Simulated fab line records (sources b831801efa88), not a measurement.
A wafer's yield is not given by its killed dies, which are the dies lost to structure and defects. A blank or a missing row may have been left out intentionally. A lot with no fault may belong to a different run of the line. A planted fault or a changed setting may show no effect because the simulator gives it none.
Which tool did it? | flow gf180mcu | Sampling: 6 lots, 18 wafers, 4 of 602 route steps

## WHAT EACH GAUGE READ, for each wafer
GF_V5_THK_MEAS_03.
lot  | measured     | on            | V5_CVD_02_THK (nm)
L741 | day 26 15:28 | film-metro-02 | 1408 1431 1432
L743 | day 27 08:59 | film-metro-03 | 1372 1431 1402
L748 | day 29 00:17 | film-metro-03 | 1458 1467 1439
L750 | day 29 14:03 | film-metro-04 | 1438 1435 1449
L755 | day 30 23:50 | film-metro-04 | 1455 1433 1467
L762 | day 32 17:55 | film-metro-02 | 1426 1445 1421

## WHICH TOOL RAN EACH LOT (tool, then ch and the chambers of the sampled wafers, then the start)
lot  | GF_M1_SPUTTER_00             | GF_M5_ETCH_09                      | GF_V5_CVD_02
L741 | pvd-sputter-03, day 16 13:33 | rie-diel-02 ch 0,1,3, day 26 14:30 | pecvd-02 ch 1,2, day 26 15:19
L743 | pvd-sputter-03, day 17 05:41 | rie-diel-02 ch 1,2,3, day 27 08:07 | pecvd-02 ch 0,2, day 27 08:53
L748 | pvd-sputter-02, day 19 07:18 | rie-diel-01 ch 0,1,2, day 28 23:21 | pecvd-04 ch 0,1, day 29 00:11
L750 | pvd-sputter-04, day 19 22:10 | rie-diel-03 ch 0,1,2, day 29 13:09 | pecvd-04 ch 0,1,2, day 29 13:56
L755 | pvd-sputter-03, day 21 18:08 | rie-diel-01 ch 0,1, day 30 22:25   | pecvd-02 ch 0,1,2, day 30 23:45
L762 | pvd-sputter-02, day 24 01:06 | rie-diel-02 ch 0,1,2, day 32 17:00 | pecvd-01 ch 1,2, day 32 17:47
- GF_M1_SPUTTER_00: material Ti, target thk 37.5 nm, time 150 s.
- GF_M5_ETCH_09: etches Si3N4 in CF4/O2, target depth 52 nm, time 11.6 s.
- GF_V5_CVD_02: deposits SiO2 from TEOS, target thk 1450 nm, time 163.28 s.

## THE ANSWER, worked out from the rows above alone
Rule: the usual values come from the lots themselves. The widest of any qualifying gaps counts: lots, ordered by their means at a reading, are off when they make up no more than a third of the lots, leave a main group of 4 or more, and stand apart from it by 3 or more times the standard deviation of that group's means. A main group is skipped when, at the precision printed for the reading in the tables above, its means are all equal. A lot without any number at a reading at which 4 lots or more have one is off too. Any other lot the step has rows for is counted as sound.
Nothing can be told from this: no lot is off at any reading shown.

## WHAT THE SIMULATOR HAD INSERTED
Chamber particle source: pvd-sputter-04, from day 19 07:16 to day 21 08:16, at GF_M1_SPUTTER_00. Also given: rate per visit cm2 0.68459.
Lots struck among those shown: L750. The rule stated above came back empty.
